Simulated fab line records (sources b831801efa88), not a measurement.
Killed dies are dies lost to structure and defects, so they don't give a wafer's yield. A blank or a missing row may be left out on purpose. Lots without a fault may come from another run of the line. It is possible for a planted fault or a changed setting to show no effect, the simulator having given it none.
Which tool is to blame?	flow sky130	10 lots with 30 wafers sampled at 5 steps, on a route of 708 steps

== WHAT THE GAUGES READ, wafer by wafer ==
SKY_VT_ADJUST_LVTN_OVL_MEAS_07. Usual: VT_ADJUST_LVTN_OVL gives -0.7 nm (standard deviation 1.3).
lot	measured	on	VT_ADJUST_LVTN_OVL (nm)	flag
L708	day 6 18:44	overlay-01	-1.1 -0.9 -2.2	
L712	day 7 21:13	overlay-01	0.1 0.5 0.2	
L715	day 8 17:28	overlay-02	-3.1 -1.3 -1.5	
L716	day 9 00:43	overlay-02	-1.5 0.5 -1.4	
L725	day 11 14:47	overlay-01	1.4 1.0 1.7	
L727	day 12 01:41	overlay-01	0.3 -0.4 -0.3	
L728	day 12 05:55	overlay-02	-1.6 -0.9 -1.2	
L729	day 12 12:34	overlay-02	-2.7 -0.9 -2.3	
L730	day 13 01:25	overlay-02	0.7 0.5 1.3	
L731	day 13 07:49	overlay-02	-1.4 -1.6 -2.5	

SKY_VT_ADJUST_HVTR_CD_MEAS_07: the cd target is 380 nm. Usual: 379.9 nm for cd nm, sd 2.3.
lot	measured	on	cd nm (nm)	flag
L708	day 9 06:43	cd sem-02	380.5 378.0 379.0	
L712	day 10 15:23	cd sem-01	382.2 379.2 382.2	
L715	day 11 14:37	cd sem-02	379.0 378.1 378.7	
L716	day 11 22:50	cd sem-01	381.3 381.0 381.6	
L725	day 14 19:04	cd sem-01	379.7 380.0 378.6	
L727	day 15 07:23	cd sem-01	380.6 378.4 379.7	
L728	day 15 10:31	cd sem-01	379.4 378.2 378.2	
L729	day 15 20:05	cd sem-02	382.3 384.3 385.2	
L730	day 16 09:11	cd sem-02	376.7 378.0 378.5	
L731	day 16 16:40	cd sem-02	379.2 379.5 378.5	

SKY_POLY_GATE_THK_MEAS_01. Usual: POLY_GATE_CVD_00_THK gives 179.7 nm (standard deviation 1.5).
lot	measured	on	POLY_GATE_CVD_00_THK (nm)	flag
L708	day 13 18:20	film metro-01	181.3 183.1 181.2	
L712	day 15 04:02	film metro-02	177.4 178.7 179.5	
L715	day 16 10:32	film metro-03	152.0 157.5 167.8 152.0 157.5 168.0	OFF
L716	day 16 21:49	film metro-02	147.3 141.8 147.0 147.2 141.9 146.9	OFF
L725	day 20 05:32	film metro-01	180.1 180.0 179.2	
L727	day 20 19:51	film metro-02	180.8 179.6 179.1	
L728	day 21 00:01	film metro-03	178.2 177.3 178.5	
L729	day 21 09:25	film metro-03	181.1 178.9 180.6	
L730	day 21 21:10	film metro-03	180.8 181.6 181.0	
L731	day 22 07:26	film metro-01	179.6 181.5 179.0	

== TOOL THAT RAN EACH LOT (tool first, then ch and the chambers of the sampled wafers, then the start) ==
lot	SKY_VT_ADJUST_LVTN_STRIP_20	SKY_POLY_GATE_CVD_00
L708	plasma asher-03 ch 0,1, day 7 13:50	lpcvd-01 ch 1, day 13 17:07
L712	plasma asher-03 ch 0,1, day 8 18:17	lpcvd-01 ch 1, day 15 02:50
L715	plasma asher-01 ch 0,1, day 9 15:26	lpcvd-01 ch 0, day 16 09:20
L716	plasma asher-03 ch 0, day 9 23:24	lpcvd-01 ch 0, day 16 20:37
L725	plasma asher-03 ch 0,1, day 12 15:13	lpcvd-01 ch 0, day 20 04:20
L727	plasma asher-01 ch 0,1, day 13 03:05	lpcvd-01 ch 0, day 20 18:39
L728	plasma asher-03 ch 0,1, day 13 06:25	lpcvd-01 ch 1, day 20 22:49
L729	plasma asher-01 ch 0,1, day 13 15:32	lpcvd-01 ch 1, day 21 08:12
L730	plasma asher-04 ch 0,1, day 14 03:59	lpcvd-01 ch 1, day 21 19:58
L731	plasma asher-04 ch 0,1, day 14 09:35	lpcvd-01 ch 1, day 22 06:14
- SKY_VT_ADJUST_LVTN_STRIP_20: strips in O2/N2.
- SKY_POLY_GATE_CVD_00: deposits poly-Si, target thk 180 nm, time 720 s.

== AS READ BY THE TOOLS THEMSELVES (means over the sampled wafers that have a number; for cases with no such wafer, the mark the record gives instead) ==
SKY_VT_ADJUST_LVTN_STRIP_20. Usual: drypump motor current A 5.4 A, standard deviation 0.49; oes product au 0.716 a.u., standard deviation 0.0043; strip time to endpoint s 14.04 s, standard deviation 0.039.
lot	tool	drypump motor current A (A)	oes product au (a.u.)	strip time to endpoint s (s)	flag
L708	plasma asher-03	5.2	0.711	14.01	
L712	plasma asher-03	5.3	0.717	14.05	
L715	plasma asher-01	5.1	0.715	14.00	
L716	plasma asher-03	5.1	0.716	14.07	
L725	plasma asher-03	5.4	0.714	14.03	
L727	plasma asher-01	5.3	0.722	13.99	
L728	plasma asher-03	5.2	0.715	14.04	
L729	plasma asher-01	5.1	0.713	14.04	
L730	plasma asher-04	6.5	0.713	14.03	
L731	plasma asher-04	6.5	0.714	14.02	

SKY_POLY_GATE_CVD_00. Usual: spike tc centre C 621.4 C, standard deviation 1.1; spike tc lower C 620.1 C, standard deviation 1.2; spike tc upper C 618.9 C, standard deviation 1.3; zone power lower pct 9.1 %, standard deviation 0.38; zone power upper pct 8.4 %, standard deviation 0.46.
lot	tool	spike tc centre C (C)	spike tc lower C (C)	spike tc upper C (C)	zone power lower pct (%)	zone power upper pct (%)	flag
L708	lpcvd-01	621.4	618.8	619.0	9.4	8.8	
L712	lpcvd-01	621.3	618.4	618.4	9.4	8.8	
L715	lpcvd-01	597.2	624.3	623.7	10.6	9.7	OFF
L716	lpcvd-01	597.5	623.7	623.0	10.5	9.6	OFF
L725	lpcvd-01	621.3	621.4	620.0	8.6	7.8	
L727	lpcvd-01	621.7	620.5	618.9	8.6	7.9	
L728	lpcvd-01	622.1	619.3	618.5	9.3	8.9	
L729	lpcvd-01	621.7	619.5	616.4	9.3	8.7	
L730	lpcvd-01	621.8	619.0	619.0	9.4	8.8	
L731	lpcvd-01	622.6	620.7	617.8	9.4	8.8	

== THE ANSWER, worked out from the rows above alone ==
Rule: a lot counts as off when the mean over its wafers that have a number is more than 3 standard deviations away from the usual mean. A lot without any number at a reading at which 4 lots or more have one is off too. Where the step has rows for the other lots, those lots are counted as sound. After the gauges, taken in route order, come the tools' own readings; for these a lot's mean is taken, as printed above. The first step at which some lot is off is used, and at that step the reading that is off furthest; a lot without a number counts as furthest.
Off: at SKY_POLY_GATE_THK_MEAS_01 (POLY_GATE_CVD_00_THK), L715, L716.
A tool fits if, at a process step before that reading, it ran every lot that is off, and no sound lot after the first of them. The gauges at SKY_POLY_GATE_THK_MEAS_01 aren't tried: what is off there is off at SKY_POLY_GATE_CVD_00 too, on other tools, and a gauge's error can't cause that. Of those tried, none fits.

== WHAT THE SIMULATOR HAD PUT IN ==
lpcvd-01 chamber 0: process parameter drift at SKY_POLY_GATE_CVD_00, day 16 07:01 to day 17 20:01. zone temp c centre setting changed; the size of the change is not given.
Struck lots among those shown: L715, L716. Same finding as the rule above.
